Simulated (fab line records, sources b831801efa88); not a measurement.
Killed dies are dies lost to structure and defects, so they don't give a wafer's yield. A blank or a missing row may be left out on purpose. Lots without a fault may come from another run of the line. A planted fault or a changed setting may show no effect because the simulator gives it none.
fab line records | flow gf180mcu | part 1 of 2: steps 1 to 39 of 41
record lots=6 wafers=18 last_day=34
route steps=602 shown HV_LDD@222 NSD@235 PSD@248 PASSIVATION@602
lots that met no fault: from a run of the same line without faults
start_h: hours from the record's first day to the start of the lot's first wafer shown | wait_h: hours since the lot's step before | " the same as in the row above | L1.1+2: a row that stands for several wafers | - no value, or no start given | * or withheld: withheld | < > ~ a bound
route shown NAME@n: a module of which the file shows steps, and the number in the route of the first | usual: mean/standard deviation of fault-free wafers | same: alike in all rows | chamber/n: place in a boat | sites: the reading at each site | _std_site: their standard deviation | _edge_site: outer sites' mean less inner sites' | radius_mm: how far each site lies from the wafer's centre | mask NAME#n: copy n | behind: the tool/chamber that last shaped the wafer | hold: why the lot was held/for how many hours/how that ended | device: the transistor (n, p or np) that didn't switch | end of line: the same wafers' tests at the end of the route | a step without rows: its recipe alone | killed: dies lost to structure and defects at the first sort, not the wafer's yield | map: a wafer's dies, x killed, . not, _ none there
set.NAME: the setting as run; set.NAME@STEP: as run at that earlier step | model.NAME: the simulator's own value behind a step, which no gauge read
lots at some steps of the route; a table a step, a row a wafer
services: from which hour (start_h, from the record's first day; less than 0 if before it) a tool's chamber was out of use, for how many hours, and why
## steps
# step GF_HV_LDD_CD_MEAS_46
# recipe target_cd_nm=400
# usual cd_nm=400.4/1.9
# columns lot.wafer tool chamber start_h wait_h cd_nm
L947.1 cd_sem-01 - 300.88 0.1 400.6
L947.2 " - " " 396.7
L947.3 " - " " 399.9
L949.2 cd_sem-01 - 316.88 0.1 398.1
L949.3 " - " " 397.7
L949.6 " - " " 399.0
L958.1 cd_sem-01 - 390.93 0.1 399.8
L958.3 " - " " 402.4
L958.4 " - " " 404.2
L961.1 cd_sem-01 - 412.48 0.2 404.5
L961.3 " - " " 404.8
L961.6 " - " " 405.1
L963.2 cd_sem-02 - 431.85 0.1 398.9
L963.3 " - " " 400.0
L963.5 " - " " 398.7
L966.2 cd_sem-02 - 456.27 0.1 399.2
L966.4 " - " " 398.6
L966.5 " - " " 398.5
# step GF_HV_LDD_OVL_MEAS_47
# usual HV_LDD_03_OVL=0.0/1.4
# columns lot.wafer tool chamber start_h wait_h HV_LDD_03_OVL[nm]
L947.1 overlay-02 - 301.00 0.1 -1.0
L947.2 " - " " -1.2
L947.3 " - " " -1.9
L949.2 overlay-02 - 316.99 0.1 0.4
L949.3 " - " " -0.1
L949.6 " - " " 1.3
L958.1 overlay-01 - 391.05 0.1 2.5
L958.3 " - " " 1.1
L958.4 " - " " 0.8
L961.1 overlay-01 - 412.60 0.1 -1.5
L961.3 " - " " -1.0
L961.6 " - " " -2.1
L963.2 overlay-02 - 431.96 0.1 -0.9
L963.3 " - " " -2.3
L963.5 " - " " -1.8
L966.2 overlay-01 - 456.37 0.1 2.6
L966.4 " - " " -1.2
L966.5 " - " " -0.8
# step GF_HV_LDD_IMPLANT_48
# recipe species=B energy_kev=25 dose_cm2=3e+13 tilt_deg=7
# step GF_HV_LDD_STRIP_49
# recipe chemistry=O2/N2 power_w=1400 pressure_mtorr=1500 platen_temp_c=250 o2_flow_sccm=3000 n2_flow_sccm=300 overash_fraction=0.5
# usual drypump_motor_current_A=5.6/0.64 heater_power_w=349/26 oes_product_au=0.716/0.0047 strip_time_to_endpoint_s=12.64/0.037
# columns lot.wafer tool chamber start_h wait_h drypump_motor_current_A heater_power_w oes_product_au rf_hours_counter_h strip_time_to_endpoint_s
L947.1 plasma_asher-02 0 301.19 0.1 6.6 352 0.714 19 12.59
L947.2 " 1 " " 5.7 331 0.714 19 12.59
L947.3 " 0 " " 6.6 361 0.713 - 12.61
L949.2 plasma_asher-04 0 317.17 0.1 4.9 335 0.715 54 12.65
L949.3 " 1 " " 5.1 369 0.712 - 12.64
L949.6 " 0 " " 4.9 333 0.713 - 12.66
L958.1 plasma_asher-01 1 391.24 0.1 5.4 369 0.711 72 12.59
L958.3 " 1 " " 5.4 377 0.720 - 12.59
L958.4 " 0 " " 5.1 292 0.709 - 12.64
L961.1 plasma_asher-04 1 412.79 0.1 5.0 378 0.709 61 12.66
L961.3 " 1 " " 5.1 383 0.712 - 12.68
L961.6 " 1 " " 5.1 376 0.713 - 12.65
L963.2 plasma_asher-02 1 432.14 0.1 5.7 338 0.716 37 12.62
L963.3 " 1 " " 5.7 341 0.714 - 12.63
L963.5 " 0 " " 6.6 358 0.723 - 12.59
L966.2 plasma_asher-04 0 456.55 0.1 4.9 338 0.711 66 12.65
L966.4 " 1 " " 5.1 381 0.723 - 12.68
L966.5 " 1 " " 5.1 376 0.717 - 12.63
# step GF_HV_LDD_TW_MEAS_50
# usual HV_LDD_4_TW=574/5.2
# columns lot.wafer tool chamber start_h wait_h HV_LDD_4_TW
L947.1 film_metro-02 - 301.29 0.1 577
L947.2 " - " " 573
L947.3 " - " " 579
L949.2 film_metro-02 - 317.28 0.1 579
L949.3 " - " " 581
L949.6 " - " " 579
L958.1 film_metro-02 - 391.34 0.1 578
L958.3 " - " " 579
L958.4 " - " " 580
L961.1 film_metro-02 - 412.89 0.1 577
L961.3 " - " " 579
L961.6 " - " " 575
L963.2 film_metro-02 - 432.25 0.1 580
L963.3 " - " " 579
L963.5 " - " " 578
L966.2 film_metro-03 - 456.66 0.1 573
L966.4 " - " " 568
L966.5 " - " " 570
# step GF_HV_LDD_CLEAN_51
# recipe chemistry=SC1/SC2 mix=1:4:20 temp_c=70 time_s=150 dry=n2_spin
# step GF_HV_LDD_RTA_52
# recipe temp_c=1000 time_s=10 ambient=N2
# usual lamp_power_pct=32.2/2.1 wafer_temp_C_max=1004.9/1.4
# columns lot.wafer tool chamber start_h wait_h lamp_power_pct wafer_temp_C_max
L947.1 rtp_anneal-01 0 301.40 0.0 34.7 1003.8
L947.2 " 0 " " 34.7 1004.4
L947.3 " 0 " " 34.7 1002.9
L949.2 rtp_anneal-02 0 317.39 0.0 30.4 1004.0
L949.3 " 0 " " 30.4 1005.4
L949.6 " 0 " " 30.4 1006.1
L958.1 rtp_anneal-02 0 391.45 0.0 30.4 1005.8
L958.3 " 0 " " 30.3 1006.0
L958.4 " 0 " " 30.4 1006.5
L961.1 rtp_anneal-01 0 413.00 0.0 34.8 1003.7
L961.3 " 0 " " 34.7 1002.7
L961.6 " 0 " " 34.7 1003.4
L963.2 rtp_anneal-02 0 432.36 0.0 30.4 1005.4
L963.3 " 0 " " 30.3 1004.4
L963.5 " 0 " " 30.4 1006.8
L966.2 rtp_anneal-01 0 456.77 0.0 34.7 1004.1
L966.4 " 0 " " 34.6 1003.1
L966.5 " 0 " " 34.7 1003.3
# step GF_HV_LDD_RS_MEAS_53
# recipe thk_meas_gauge=four-point-probe
# usual HV_LDD_RS=417.8/1
# columns lot.wafer tool chamber start_h wait_h HV_LDD_RS[ohm/sq]
L947.1 film_metro-02 - 301.46 0.1 418.0
L947.2 " - " " 417.3
L947.3 " - " " 418.3
L949.2 film_metro-03 - 317.46 0.1 418.3
L949.3 " - " " 419.0
L949.6 " - " " 418.4
L958.1 film_metro-03 - 391.51 0.1 418.2
L958.3 " - " " 418.3
L958.4 " - " " 417.7
L961.1 film_metro-02 - 413.07 0.1 417.9
L961.3 " - " " 417.8
L961.6 " - " " 418.0
L963.2 film_metro-03 - 432.43 0.1 417.2
L963.3 " - " " 416.3
L963.5 " - " " 417.2
L966.2 film_metro-01 - 456.85 0.1 419.0
L966.4 " - " " 418.3
L966.5 " - " " 418.0
# step GF_HV_LDD_CVD_54
# recipe material=SiO2 target_thk_nm=10 precursor=TEOS temp_c=680 time_s=75 pressure_mtorr=400
# step GF_HV_LDD_THK_MEAS_55
# recipe reads=SiO2_of_HV_LDD_CVD_54
# usual HV_LDD_CVD_54_THK=9.99/0.15
# columns lot.wafer tool chamber start_h wait_h HV_LDD_CVD_54_THK[nm]
L947.1 film_metro-01 - 303.12 0.0 9.81
L947.2 " - " " 9.82
L947.3 " - " " 9.78
L949.2 film_metro-02 - 318.60 0.0 9.81
L949.3 " - " " 10.00
L949.6 " - " " 9.93
L958.1 film_metro-03 - 392.65 0.0 10.03
L958.3 " - " " 9.92
L958.4 " - " " 9.95
L961.1 film_metro-03 - 414.21 0.0 10.17
L961.3 " - " " 10.24
L961.6 " - " " 10.06
L963.2 film_metro-01 - 433.56 0.0 10.21
L963.3 " - " " 10.09
L963.5 " - " " 10.01
L966.2 film_metro-03 - 457.98 0.0 9.99
L966.4 " - " " 10.03
L966.5 " - " " 9.98
# step GF_HV_LDD_CVD_56
# recipe material=Si3N4 precursor=DCS/NH3 target_thk_nm=90 temp_c=770 time_s=1543 pressure_mtorr=250
# step GF_HV_LDD_THK_MEAS_57
# recipe reads=Si3N4_of_HV_LDD_CVD_56
# usual HV_LDD_CVD_56_THK=89.9/0.84
# columns lot.wafer tool chamber start_h wait_h HV_LDD_CVD_56_THK[nm]
L947.1 film_metro-03 - 305.32 0.0 88.5
L947.2 " - " " 88.7
L947.3 " - " " 88.7
L949.2 film_metro-02 - 320.08 0.0 89.7
L949.3 " - " " 90.3
L949.6 " - " " 89.1
L958.1 film_metro-02 - 394.14 0.0 90.0
L958.3 " - " " 90.2
L958.4 " - " " 90.0
L961.1 film_metro-01 - 415.70 0.0 90.4
L961.3 " - " " 89.9
L961.6 " - " " 89.6
L963.2 film_metro-01 - 435.23 0.0 90.9
L963.3 " - " " 90.3
L963.5 " - " " 89.8
L966.2 film_metro-01 - 459.47 0.0 90.1
L966.4 " - " " 89.7
L966.5 " - " " 90.2
# step GF_HV_LDD_ETCHBACK_58
# recipe chemistry=CH3F/O2 target=Si3N4 stop_on=SiO2 source_w=400 bias_w=80 pressure_mtorr=25 ch3f_flow_sccm=40 O2_flow_sccm=30 time_s=100 target_depth_a=900
# usual drypump_motor_current_A=5.4/0.38 oes_product_au=0.842/0.0063 rf_fwd_power_W=397.5/1.4 throttle_valve_pct=10.561/0.0085
# columns lot.wafer tool chamber start_h wait_h drypump_motor_current_A oes_product_au rf_fwd_power_W rf_hours_counter_h throttle_valve_pct model.SiO2_of_HV_LDD_CVD_54.thk_nm
L947.1 rie_diel-04 2 305.38 0.1 5.2 0.836 396.6 100 10.557 7.335
L947.2 " 3 " " 5.8 0.837 557.6 94 10.567 5.949
L947.3 " 0 " " 4.9 0.834 397.0 16 10.548 7.284
L949.2 rie_diel-04 0 320.13 0.0 4.9 0.853 397.7 17 10.568 7.369
L949.3 " 1 " " 5.6 0.842 397.0 5 10.566 7.59
L949.6 " 3 " " 5.8 0.832 555.1 - 10.557 6.102
L958.1 rie_diel-02 1 394.20 0.1 5.8 0.841 396.8 36 10.564 7.598
L958.3 " 0 " " 5.3 0.847 399.3 4 10.575 7.444
L958.4 " 3 " " 5.0 0.841 397.3 2 10.564 7.408
L961.1 rie_diel-02 1 415.76 0.1 5.8 0.841 400.7 36 10.553 7.69
L961.3 " 2 " " 6.0 0.843 400.1 88 10.558 7.781
L961.6 " 2 " " 6.0 0.841 398.2 - 10.572 7.629
L963.2 rie_diel-03 1 435.28 0.0 5.0 0.839 396.4 81 10.545 7.669
L963.3 " 2 " " 4.8 0.836 398.5 74 10.544 7.57
L963.5 " 3 " " 5.4 0.836 398.4 - 10.554 7.536
L966.2 rie_diel-04 2 459.52 0.0 5.2 0.849 398.0 0 10.575 7.522
L966.4 " 3 " " 5.8 0.836 397.8 98 10.565 7.529
L966.5 " 0 " " 4.9 0.842 398.6 - 10.552 7.492
# step GF_NSD_DEHYDRATE_00
# recipe temp_c=200 time_s=60
# step GF_NSD_HMDS_01
# recipe prime_time_s=60 prime_temp_c=120
# step GF_NSD_COAT_02
# recipe resist=NOVOLAK spin_rpm=3000 resist_thk_nm=1000
# step GF_NSD_SOFTBAKE_03
# recipe temp_c=90 time_s=60 resist=NOVOLAK
# step GF_NSD_EXPOSE_04
# recipe mask_id=Nplus target_cd_nm=400 na=0.6 source_shape=conventional sigma_outer=0.6 dose_mj=140
# step GF_NSD_PEB_05
# recipe temp_c=withheld time_s=* resist=NOVOLAK
# step GF_NSD_DEVELOP_06
# recipe develop_time_s=60 dev_temp_c=23
# step GF_NSD_CD_MEAS_07
# recipe target_cd_nm=400
# usual cd_nm=399.9/2.4
# columns lot.wafer tool chamber start_h wait_h cd_nm
L947.1 cd_sem-01 - 325.69 0.1 403.8
L947.2 " - " " 404.9
L947.3 " - " " 404.2
L949.2 cd_sem-01 - 341.21 0.1 397.9
L949.3 " - " " 398.3
L949.6 " - " " 400.3
L958.1 cd_sem-01 - 417.89 0.1 399.7
L958.3 " - " " 398.0
L958.4 " - " " 397.8
L961.1 cd_sem-02 - 439.55 0.1 399.2
L961.3 " - " " 398.4
L961.6 " - " " 397.4
L963.2 cd_sem-01 - 459.16 0.1 404.4
L963.3 " - " " 403.9
L963.5 " - " " 402.6
L966.2 cd_sem-01 - 483.41 0.1 399.4
L966.4 " - " " 398.1
L966.5 " - " " 399.7
# step GF_NSD_OVL_MEAS_08
# usual NSD_OVL=0.1/1.5
# columns lot.wafer tool chamber start_h wait_h NSD_OVL[nm]
L947.1 overlay-01 - 325.81 0.1 1.7
L947.2 " - " " 0.0
L947.3 " - " " 0.2
L949.2 overlay-01 - 341.32 0.1 1.0
L949.3 " - " " -1.1
L949.6 " - " " -1.3
L958.1 overlay-01 - 418.01 0.1 -2.0
L958.3 " - " " -2.4
L958.4 " - " " -3.2
L961.1 overlay-01 - 439.67 0.1 0.3
L961.3 " - " " 1.0
L961.6 " - " " 2.7
L963.2 overlay-02 - 459.27 0.1 -1.3
L963.3 " - " " 1.0
L963.5 " - " " -1.2
L966.2 overlay-02 - 483.52 0.1 -0.9
L966.4 " - " " -2.4
L966.5 " - " " -2.0
# step GF_NSD_IMPLANT_09
# recipe species=As energy_kev=60 dose_cm2=4e+15 tilt_deg=7
# step GF_NSD_IMPLANT_10
# recipe species=P energy_kev=40 dose_cm2=5e+14 tilt_deg=7
# step GF_NSD_STRIP_11
# recipe chemistry=O2/N2 power_w=1400 pressure_mtorr=1500 platen_temp_c=250 o2_flow_sccm=3000 n2_flow_sccm=300 overash_fraction=0.5
# usual drypump_motor_current_A=5.5/0.6 heater_power_w=355/18 oes_product_au=0.488/0.0047 strip_time_to_endpoint_s=22.98/0.036
# columns lot.wafer tool chamber start_h wait_h drypump_motor_current_A heater_power_w oes_product_au rf_hours_counter_h strip_time_to_endpoint_s
L947.1 plasma_asher-02 1 326.15 0.1 5.7 329 0.494 23 22.98
L947.2 " 0 " " 6.6 360 0.482 23 22.98
L947.3 " 0 " " 6.6 365 0.493 - 22.99
L949.2 plasma_asher-02 0 341.65 0.1 6.6 362 0.489 27 23.01
L949.3 " 0 " " 6.6 357 0.489 - 23.04
L949.6 " 0 " " 6.6 361 0.494 - 23.01
L958.1 plasma_asher-03 1 418.35 0.1 6.1 372 0.491 75 23.02
L958.3 " 1 " " 6.1 369 0.487 - 23.01
L958.4 " 0 " " 5.4 344 0.486 - 23.02
L961.1 plasma_asher-04 0 440.00 0.1 4.9 336 0.497 64 22.96
L961.3 " 0 " " 4.9 341 0.489 - 22.95
L961.6 " 1 " " 5.1 366 0.484 - 22.96
L963.2 plasma_asher-02 0 459.60 0.1 6.6 370 0.485 40 22.94
L963.3 " 1 " " 5.7 332 0.492 - 22.94
L963.5 " 0 " " 6.7 374 0.490 - 22.98
L966.2 plasma_asher-03 1 483.85 0.1 6.1 377 0.487 82 22.99
L966.4 " 0 " " 5.4 340 0.487 - 23.03
L966.5 " 1 " " 6.1 372 0.486 - 23.01
# step GF_NSD_TW_MEAS_12
# usual NSD_TW=4293/25
# columns lot.wafer tool chamber start_h wait_h NSD_TW
L947.1 film_metro-04 - 326.25 0.1 4295
L947.2 " - " " 4310
L947.3 " - " " 4311
L949.2 film_metro-03 - 341.76 0.1 4279
L949.3 " - " " 4276
L949.6 " - " " 4293
L958.1 film_metro-02 - 418.45 0.1 4283
L958.3 " - " " 4304
L958.4 " - " " 4305
L961.1 film_metro-02 - 440.10 0.1 4325
L961.3 " - " " 4316
L961.6 " - " " 4322
L963.2 film_metro-04 - 459.71 0.1 4280
L963.3 " - " " 4288
L963.5 " - " " 4298
L966.2 film_metro-02 - 483.96 0.1 4321
L966.4 " - " " 4296
L966.5 " - " " 4308
# step GF_PSD_DEHYDRATE_00
# recipe temp_c=200 time_s=60
# step GF_PSD_HMDS_01
# recipe prime_time_s=60 prime_temp_c=120
# step GF_PSD_COAT_02
# recipe resist=NOVOLAK spin_rpm=3000 resist_thk_nm=1000
# step GF_PSD_SOFTBAKE_03
# recipe temp_c=90 time_s=60 resist=NOVOLAK
# step GF_PSD_EXPOSE_04
# recipe mask_id=Pplus target_cd_nm=400 na=0.6 source_shape=conventional sigma_outer=0.6 dose_mj=140
# step GF_PSD_PEB_05
# recipe temp_c=withheld time_s=* resist=NOVOLAK
# step GF_PSD_DEVELOP_06
# recipe develop_time_s=60 dev_temp_c=23
# step GF_PSD_CD_MEAS_07
# recipe target_cd_nm=400
# usual cd_nm=399.8/2.7
# columns lot.wafer tool chamber start_h wait_h cd_nm
L947.1 cd_sem-02 - 346.98 0.1 399.7
L947.2 " - " " 401.2
L947.3 " - " " 400.8
L949.2 cd_sem-01 - 363.51 0.1 396.0
L949.3 " - " " 396.9
L949.6 " - " " 397.9
L958.1 cd_sem-02 - 442.84 0.1 405.0
L958.3 " - " " 404.2
L958.4 " - " " 405.7
L961.1 cd_sem-02 - 464.39 0.1 398.4
L961.3 " - " " 402.0
L961.6 " - " " 401.4
L963.2 cd_sem-02 - 483.61 0.1 398.2
L963.3 " - " " 400.0
L963.5 " - " " 397.4
L966.2 cd_sem-02 - 507.16 0.1 399.6
L966.4 " - " " 399.7
L966.5 " - " " 400.0
# step GF_PSD_OVL_MEAS_08
# usual PSD_OVL=0.8/1.4
# columns lot.wafer tool chamber start_h wait_h PSD_OVL[nm]
L947.1 overlay-02 - 347.10 0.1 -2.1
L947.2 " - " " -0.9
L947.3 " - " " -0.7
L949.2 overlay-02 - 363.62 0.1 0.8
L949.3 " - " " 0.6
L949.6 " - " " 0.4
L958.1 overlay-02 - 442.96 0.1 0.4
L958.3 " - " " -1.3
L958.4 " - " " 1.2
L961.1 overlay-02 - 464.51 0.1 0.3
L961.3 " - " " 0.7
L961.6 " - " " 0.8
L963.2 overlay-01 - 483.72 0.1 1.9
L963.3 " - " " 1.5
L963.5 " - " " 0.6
L966.2 overlay-01 - 507.26 0.1 2.1
L966.4 " - " " 0.9
L966.5 " - " " 1.3
# step GF_PSD_IMPLANT_09
# recipe species=BF2 energy_kev=40 dose_cm2=1.5e+15 tilt_deg=7
# step GF_PSD_STRIP_10
# recipe chemistry=O2/N2 power_w=1400 pressure_mtorr=1500 platen_temp_c=250 o2_flow_sccm=3000 n2_flow_sccm=300 overash_fraction=0.5
# usual drypump_motor_current_A=5.8/0.51 heater_power_w=350/25 oes_product_au=0.592/0.0049 strip_time_to_endpoint_s=16.55/0.035
# columns lot.wafer tool chamber start_h wait_h drypump_motor_current_A heater_power_w oes_product_au rf_hours_counter_h strip_time_to_endpoint_s
L947.1 plasma_asher-02 0 347.29 0.1 6.6 360 0.587 27 16.52
L947.2 " 1 " " 5.7 329 0.590 27 16.54
L947.3 " 0 " " 6.6 357 0.581 - 16.52
L949.2 plasma_asher-01 0 363.80 0.1 5.1 296 0.595 69 16.52
L949.3 " 0 " " 5.1 302 0.596 - 16.51
L949.6 " 0 " " 5.1 295 0.597 - 16.54
L958.1 plasma_asher-02 1 443.15 0.1 5.7 327 0.593 38 16.45
L958.3 " 0 " " 6.6 369 0.594 - 16.47
L958.4 " 1 " " 5.7 340 0.588 - 16.46
L961.1 plasma_asher-02 1 464.70 0.1 5.7 335 0.596 40 16.48
L961.3 " 1 " " 5.7 336 0.588 - 16.53
L961.6 " 0 " " 6.7 366 0.583 - 16.54
L963.2 plasma_asher-02 1 483.90 0.1 5.7 327 0.591 42 16.54
L963.3 " 0 " " 6.6 364 0.593 - 16.53
L963.5 " 1 " " 5.7 334 0.596 - 16.58
L966.2 plasma_asher-02 0 507.44 0.1 6.6 363 0.591 45 16.55
L966.4 " 1 " " 5.7 339 0.583 - 16.51
L966.5 " 1 " " 5.7 339 0.596 - 16.53
# step GF_PSD_TW_MEAS_11
# usual PSD_TW=3213/21
# columns lot.wafer tool chamber start_h wait_h PSD_TW
L947.1 film_metro-04 - 347.39 0.1 3202
L947.2 " - " " 3214
L947.3 " - " " 3211
L949.2 film_metro-03 - 363.91 0.1 3191
L949.3 " - " " 3191
L949.6 " - " " 3186
L958.1 film_metro-02 - 443.25 0.1 3226
L958.3 " - " " 3218
L958.4 " - " " 3233
L961.1 film_metro-04 - 464.80 0.1 3209
L961.3 " - " " 3233
L961.6 " - " " 3211
L963.2 film_metro-04 - 484.01 0.1 3244
L963.3 " - " " 3242
L963.5 " - " " 3251
L966.2 film_metro-02 - 507.55 0.1 3237
L966.4 " - " " 3244
L966.5 " - " " 3234
# step GF_PSD_CLEAN_12
# recipe chemistry=SC1/SC2 mix=1:4:20 temp_c=70 time_s=150 dry=n2_spin
# usual bath_heat_duty_pct=13.8/1.2
# columns lot.wafer tool chamber start_h wait_h bath_heat_duty_pct model.SiO2_of_HV_LDD_CVD_54.thk_nm
L947.1 wet_bench-01 0 347.45 0.1 14.1 6.654
L947.2 " 0 " " 15.6 5.265
L947.3 " 0 " " 14.8 6.602
L949.2 wet_bench-04 1 363.96 0.0 13.0 6.684
L949.3 " 1 " " 12.5 6.91
L949.6 " 1 " " 14.0 5.418
L958.1 wet_bench-04 3 443.31 0.1 14.8 6.918
L958.3 " 3 " " 13.8 6.766
L958.4 " 3 " " 13.9 6.729
L961.1 wet_bench-01 3 464.86 0.1 12.5 7.01
L961.3 " 3 " " 12.4 7.098
L961.6 " 3 " " 12.6 6.949
L963.2 wet_bench-02 3 484.07 0.1 12.8 6.99
L963.3 " 3 " " 11.7 6.895
L963.5 " 3 " " 13.3 6.86
L966.2 wet_bench-01 3 507.60 0.0 12.0 6.843
L966.4 " 3 " " 13.9 6.85
L966.5 " 3 " " 13.2 6.819
## key
first_sign step=GF_HV_LDD_ETCHBACK_58 reading=rf_fwd_power_W direction=up sigmas=99+ usual=397.5 struck=556.3
effect none on later readings
model_effect step=GF_HV_LDD_ETCHBACK_58 value=SiO2_of_HV_LDD_CVD_54.thk_nm without=7.385 struck=6.025
model_effect step=GF_PSD_CLEAN_12 value=SiO2_of_HV_LDD_CVD_54.thk_nm without=6.701 struck=5.342
model_effect step=GF_PASSIVATION_PROBE_99 value=etest.pplus_u.rs_ohm_sq without=185.3 struck=181.8
met_at GF_HV_LDD_ETCHBACK_58
struck_wafers L947.2,L949.6
tester_left_out L947,L949
fault kind=process_parameter_drift tool=rie_diel-04 chamber=3 onset_h=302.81 steps=GF_HV_LDD_ETCHBACK_58 channel=source_w offset=160 shape=step end_h=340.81 acts_in=these_recipes_only stated=400
# tester_left_out: of these lots the tester's yield and bins aren't shown, on N5 and GAA mostly nor the transistor test; their killed dies are dies lost to structure and defects alone, not to doping, threshold or leakage, so they don't give the yield
